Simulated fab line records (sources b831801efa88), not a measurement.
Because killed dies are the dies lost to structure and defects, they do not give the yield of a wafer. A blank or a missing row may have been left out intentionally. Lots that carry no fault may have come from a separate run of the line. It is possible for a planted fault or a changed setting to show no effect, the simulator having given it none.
Struck lot and sound lot, side by side || flow sky130 || 17 steps out of a route of 708
Sound: wafers L632.1, L632.2, L632.6. Wafers struck: L641.1, L641.4, L641.5. The cause is named last.
For every step that has rows: the tool of each side, followed by ch and its chambers, followed by its first start. Under that, the readings that differ: sound wafers || struck wafers || difference of the means || sigmas: that difference in standard deviations of wafers without a fault.
alike: readings with means less than 2 such deviations apart, plus words and numbers identical on both sides. not compared: withheld readings, readings lacking a value on some wafer, bounds such as >300 that could conceal the same value, and numbers that have no deviation in the record and whose values overlap.
A row with sigmas, a row that says differs or no value, or rows on one side alone: a step with any of these is where the two part. When numbers do not overlap yet have no deviation, they are printed without sigmas and do not part them. Lack of a reading on every wafer of one side parts them only where that side has two or more wafers.

first, 1 step without rows for these wafers: SKY_LDD_N_IMPLANT_15.
SKY_LDD_N_STRIP_16: strips in O2/N2.
  sound on plasma_asher-03 ch 0,1, day 18 12:15; struck on plasma_asher-03 ch 0,1, day 22 04:04
  alike: drypump_motor_current_A, oes_product_au, strip_time_to_endpoint_s
  not compared: rf_hours_counter_h
SKY_LDD_N_TW_MEAS_17:
  sound on film_metro-02 at day 18 12:21; struck on film_metro-02 at day 22 04:12
  alike: LDD_N_TW
then, 7 steps without rows for these wafers: SKY_LDD_P_DEHYDRATE_00 (time 60 s); SKY_LDD_P_HMDS_01 (prime time 60 s); SKY_LDD_P_COAT_02 (resist thk 1140 nm); SKY_LDD_P_SOFTBAKE_03 (time 60 s); SKY_LDD_P_EXPOSE_04 (exposes mask PSDM, target cd 380 nm); SKY_LDD_P_PEB_05; SKY_LDD_P_DEVELOP_06 (develop time 60 s).
SKY_LDD_P_CD_MEAS_07: target cd 380 nm.
  sound on cd_sem-02 at day 19 19:53; struck on cd_sem-01 at day 23 11:47
  alike: cd_nm
SKY_LDD_P_OVL_MEAS_08:
  sound on overlay-02 at day 19 20:00; struck on overlay-02 at day 23 11:54
  alike: LDD_P_OVL
SKY_LDD_P_IMPLANT_09:
  sound on implanter-03 ch 0, day 19 20:02; struck on implanter-01 ch 0, day 23 11:56
{"reading": "implant_ion_amu", "sound": "49 49 49", "struck": "75 75 75", "difference": "+26", "sigmas": ""}
{"reading": "model.implant.drp_nm (nm)", "sound": "11.41 11.41 11.41", "struck": "8.431 8.431 8.431", "difference": -2.979, "sigmas": ""}
{"reading": "model.implant.rp_nm (nm)", "sound": "20.63 20.63 20.63", "struck": "18.6 18.6 18.6", "difference": -2.0, "sigmas": ""}
  alike: beam_energy_keV
SKY_LDD_P_STRIP_10: strips in O2/N2.
  sound on plasma_asher-01 ch 0,1, day 19 20:11; struck on plasma_asher-01 ch 1, day 23 12:05
  alike: drypump_motor_current_A, oes_product_au, strip_time_to_endpoint_s
  not compared: rf_hours_counter_h
SKY_LDD_P_TW_MEAS_11:
  sound on film_metro-03 at day 19 20:17; struck on film_metro-03 at day 23 12:11
{"reading": "LDD_P_TW", "sound": "640 640 641", "struck": "1051 1054 1059", "difference": "+414", "sigmas": "+90"}
then, 1 step without rows for these wafers: SKY_LDD_HVN_DEHYDRATE_00 (time 60 s).
-- the record jumps here: 25 days lie between the struck wafers' starts before and after (it left off in module LDD_HVN and takes up again in module PAD_OPEN, whose first step shown is number 708 of the route) --
SKY_PAD_OPEN_PROBE_99:
  sound on prober-01 at day 46 12:50; struck on prober-02 at day 48 21:41
{"reading": "model.etest.pfet_01v8.r_on_ohm_um", "sound": "2885 2895 2827", "struck": "4638 4510 4461", "difference": "+1667", "sigmas": ""}
{"reading": "model.etest.pfet_g5v0d10v5.r_on_ohm_um", "sound": "4782 4747 4704", "struck": "5080 5036 5075", "difference": "+319", "sigmas": ""}
{"reading": "model.etest.pfet_01v8.drive_ua_um", "sound": "193.8 193.1 198.3", "struck": "117.8 120.6 122", "difference": -74.9, "sigmas": ""}
{"reading": "model.etest.sram_pfet_latch.drive_ua_um", "sound": "144.7 144.2 150.3", "struck": "83.22 84.08 87.93", "difference": -61.32, "sigmas": ""}
{"reading": "model.etest.pfet_01v8_hvt.drive_ua_um", "sound": "145.5 144 146.2", "struck": "85.3 86.25 87.92", "difference": -58.7, "sigmas": ""}
{"reading": "model.etest.pfet_01v8_mvt.drive_ua_um", "sound": "153.8 153.5 155.7", "struck": "113.9 115.5 116.7", "difference": -39.0, "sigmas": ""}
{"reading": "model.etest.pfet_01v8_lvt.drive_ua_um", "sound": "176 175.7 177.5", "struck": "146.4 146.4 146.2", "difference": -30.1, "sigmas": ""}
{"reading": "model.etest.pfet_g5v0d10v5.drive_ua_um", "sound": "338.7 343.8 349.6", "struck": "325.8 331.5 325.4", "difference": -16.5, "sigmas": ""}

WHERE THEY PART
SKY_LDD_P_TW_MEAS_11 only, going by this record.

WHY: what the simulator had put in
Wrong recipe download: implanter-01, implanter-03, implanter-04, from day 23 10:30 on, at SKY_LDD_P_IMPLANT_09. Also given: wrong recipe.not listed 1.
